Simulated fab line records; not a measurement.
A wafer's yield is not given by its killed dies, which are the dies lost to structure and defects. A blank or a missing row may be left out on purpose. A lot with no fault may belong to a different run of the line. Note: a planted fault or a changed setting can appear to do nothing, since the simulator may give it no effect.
Which tool is to blame?    flow sky130    Sampling: 11 lots, 33 wafers, 4 of 708 route steps

WHAT THE GAUGES SHOWED, per wafer
SKY_VT_ADJUST_HVTP_OVL_MEAS_08.
lot   measured      on          VT_ADJUST_HVTP_OVL (nm)
L143  day 5 22:04   overlay-01  2.0 2.3 1.4
L147  day 7 02:58   overlay-01  -2.1 -0.7 0.0
L146  day 7 03:16   overlay-02  -2.4 -1.6 -1.4
L148  day 7 08:04   overlay-01  2.6 0.2 0.2
L149  day 7 14:10   overlay-02  -2.4 -2.5 -1.8
L150  day 7 19:40   overlay-02  0.5 2.2 1.0
L159  day 10 20:25  overlay-01  -0.8 -0.3 0.7
L158  day 10 20:46  overlay-02  2.1 1.4 0.8
L162  day 11 03:19  overlay-02  1.9 0.3 0.5
L164  day 11 21:13  overlay-01  0.7 0.8 0.7
L166  day 12 10:28  overlay-01  1.1 0.8 0.3

SKY_VT_ADJUST_HVTR_OVL_MEAS_08.
lot   measured      on          VT_ADJUST_HVTR_OVL (nm)
L143  day 9 04:49   overlay-01  1.5 1.9 1.3
L147  day 10 14:34  overlay-02  0.6 -0.7 -1.5
L146  day 10 16:10  overlay-01  1.0 1.5 1.2
L148  day 10 21:43  overlay-01  -0.1 0.1 1.6
L149  day 11 03:40  overlay-01  2.5 4.1 3.6
L150  day 11 09:52  overlay-02  -0.2 -0.3 1.1
L159  day 15 00:52  overlay-01  -1.8 -2.5 -2.3
L158  day 15 01:04  overlay-01  0.2 0.4 -0.2
L162  day 15 08:37  overlay-01  -1.9 -1.5 -1.1
L164  day 16 06:49  overlay-02  -3.6 -2.8 -2.3
L166  day 16 22:40  overlay-02  -2.4 -1.1 -0.4

SKY_GATE_OXIDE_THK_MEAS_02.
lot   measured      on             GATE_OXIDE_OXIDATION_00_THK (nm)
L143  day 12 11:10  film_metro-03  10.38 10.46 10.35
L147  day 13 20:36  film_metro-02  10.09 9.74 10.11
L146  day 14 01:23  film_metro-02  10.52 10.43 10.46
L148  day 14 17:42  film_metro-01  13.44 13.53 13.32
L149  day 14 19:06  film_metro-02  13.31 13.22 13.35
L150  day 15 01:26  film_metro-02  13.46 13.34 13.14
L159  day 18 21:50  film_metro-02  10.45 10.49 10.45
L158  day 18 23:15  film_metro-01  10.38 10.40 10.30
L162  day 19 11:45  film_metro-02  10.41 10.12 10.30
L164  day 20 10:12  film_metro-01  10.51 10.35 10.21
L166  day 21 01:58  film_metro-01  10.21 10.44 10.20

WHICH TOOL RAN EACH LOT (tool, then ch and the chambers of the sampled wafers, then the start)
lot   SKY_GATE_OXIDE_OXIDATION_01
L143  furnace-01 ch 0, day 12 09:45
L147  furnace-02 ch 0, day 13 19:11
L146  furnace-01 ch 0, day 13 23:59
L148  furnace-01 ch 0, day 14 16:17
L149  furnace-01 ch 0, day 14 17:41
L150  furnace-01 ch 0, day 15 00:01
L159  furnace-01 ch 0, day 18 20:26
L158  furnace-01 ch 0, day 18 21:50
L162  furnace-01 ch 0, day 19 10:20
L164  furnace-01 ch 0, day 20 08:47
L166  furnace-02 ch 0, day 21 00:33
- SKY_GATE_OXIDE_OXIDATION_01: stabilise 600 s, purge 300 s, target thk 10.268 nm.

AS READ BY THE TOOLS THEMSELVES (means over the sampled wafers that have a number; for cases with no such wafer, the mark the record gives instead)
SKY_GATE_OXIDE_OXIDATION_01.
lot   tool        spike_tc_bottom_C (C)  spike_tc_centre_C (C)  spike_tc_lower_C (C)  spike_tc_top_C (C)  spike_tc_upper_C (C)  tube_center_temp_C (C)  tube_center_temp_C_max
L143  furnace-01  922.1                  901.4                  901.1                 911.6               900.4                 900                     902.3
L147  furnace-02  918.1                  902.5                  902.7                 914.7               900.4                 900                     902.2
L146  furnace-01  922.9                  901.8                  902.6                 912.4               899.5                 900                     902.4
L148  furnace-01  947.2                  925.8                  928.1                 937.0               925.2                 925                     927.7
L149  furnace-01  947.4                  926.7                  927.5                 937.8               924.9                 926                     928.0
L150  furnace-01  947.6                  926.5                  927.2                 936.9               925.7                 926                     927.9
L159  furnace-01  922.8                  900.4                  902.0                 911.0               900.1                 900                     902.5
L158  furnace-01  921.8                  901.0                  902.0                 911.8               900.2                 900                     902.3
L162  furnace-01  921.7                  900.4                  902.4                 911.7               899.6                 900                     901.9
L164  furnace-01  923.0                  901.4                  902.2                 911.9               900.5                 900                     902.3
L166  furnace-02  917.5                  901.9                  901.8                 915.2               900.8                 900                     902.2

THE ANSWER, worked out from the rows above alone
Rule: what is usual is taken from the lots themselves. The widest of any qualifying gaps counts: lots, ordered by their means at a reading, are off when they make up no more than a third of the lots, leave a main group of 4 or more, and stand apart from it by 3 or more times the standard deviation of that group's means. The tables above print the reading to a certain number of digits; a main group whose means all agree to those digits is not used. Also off: a lot with no number at a reading for which 4 or more lots have one. The other lots that the step has rows for count as sound. Order of review: gauges by route order, followed by the tools' own readings, for which a lot's mean as printed above is used. The first step at which some lot is off is used, and at that step the reading that is off furthest; a lot without a number counts as furthest.
Off: L148, L149, L150, seen at SKY_GATE_OXIDE_THK_MEAS_02 (GATE_OXIDE_OXIDATION_00_THK). The main group: mean 10.32 nm, standard deviation 0.15.
A tool fits if, at a process step before that reading, it ran every lot that is off, and no sound lot after the first of them. Not tried: the gauges at SKY_GATE_OXIDE_THK_MEAS_02; whatever is off there is also off at SKY_GATE_OXIDE_OXIDATION_01, on other tools, and gauge error can't account for it. None of those tried fits.

WHAT THE SIMULATOR PUT IN
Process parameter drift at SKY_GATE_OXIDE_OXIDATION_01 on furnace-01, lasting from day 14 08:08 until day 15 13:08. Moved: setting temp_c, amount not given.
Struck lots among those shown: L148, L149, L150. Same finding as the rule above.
